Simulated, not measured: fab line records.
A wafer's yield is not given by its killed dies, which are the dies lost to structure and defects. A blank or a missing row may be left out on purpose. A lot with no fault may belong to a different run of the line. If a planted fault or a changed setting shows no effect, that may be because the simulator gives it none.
A struck lot beside a sound one :: flow sky130 :: 14 steps out of a route of 708
Sound: the wafers L220.2, L220.3, L220.6. Struck: wafers L230.1, L230.6. (L230.5 of the same lot was not struck and is left out.) The cause comes at the end.
For every step that has rows: the tool of each side, followed by ch and its chambers, followed by its first start. Under that, the readings that differ: sound wafers :: struck wafers :: difference of the means :: sigmas: that difference in standard deviations of wafers without a fault.
alike: a reading whose means differ by less than 2 such deviations, as well as words and numbers matching on both sides. not compared: withheld readings; readings where some wafer has no value; bounds like >300 that might hide an equal value; numbers whose values overlap and for which the record gives no deviation.
A row with sigmas, a row that says differs or no value, or rows on one side alone: a step with any of these is where the two part. Numbers that don't overlap but have no deviation are shown without sigmas and don't part them. A reading missing from all wafers of one side parts the sides only when that side holds two or more wafers.

first, 6 steps without rows for these wafers: SKY_VIA4_HMDS_05 (prime time 60 s); SKY_VIA4_COAT_06 (resist thk 1140 nm); SKY_VIA4_SOFTBAKE_07 (time 60 s); SKY_VIA4_EXPOSE_08 (exposes mask VIM4, target cd 800 nm); SKY_VIA4_PEB_09; SKY_VIA4_DEVELOP_10 (develop time 60 s).
SKY_VIA4_OVL_MEAS_11:
  sound on overlay-02, day 45 03:34; struck on overlay-02, day 47 00:57
  alike: VIA4_OVL
SKY_VIA4_ETCH_12: etches SiO2 in C4F8/O2/Ar, stops on TiN, target depth 580 nm.
  sound on rie_diel-04 ch 0,2, day 45 03:35; struck on rie_diel-03 ch 1,3, day 47 00:59
  alike: oes_product_au
SKY_VIA4_STRIP_13: strips in O2/N2.
  sound on plasma_asher-01 ch 0,1, day 45 03:40; struck on plasma_asher-03 ch 0,1, day 47 01:04
  alike: drypump_motor_current_A, oes_product_au, strip_time_to_endpoint_s
  not compared: rf_hours_counter_h
then, 3 steps without rows for these wafers: SKY_VIA4_STRIP_14 (strips in post etch residue remover, time 1200 s); SKY_VIA4_CLEAN_15 (cleans in IPA, time 180 s); SKY_VIA4_CLEAN_16 (cleans in O3/DIW).
SKY_VIA4_SPUTTER_17: material TiN, target thk 20 nm, time 80 s.
  sound on pvd_sputter-03, day 45 04:15; struck on pvd_sputter-03, day 47 01:45
reading: model.TiN_of_VIA4_SPUTTER_17.thk_nm (nm)
sound: 20.08 20.07 19.98
struck: 21.7 21.81
difference: +1.7
sigmas: 
  alike: throttle_valve_pct
SKY_VIA4_CVD_18: deposits W, target thk 505 nm, time 152.14 s.
  sound on cvd_w-02 ch 0, day 45 04:19; struck on cvd_w-02 ch 0,1, day 47 01:49
  alike: heater_power_w

WHERE THEY PART
Nowhere in this record.

WHY: the cause the simulator had injected
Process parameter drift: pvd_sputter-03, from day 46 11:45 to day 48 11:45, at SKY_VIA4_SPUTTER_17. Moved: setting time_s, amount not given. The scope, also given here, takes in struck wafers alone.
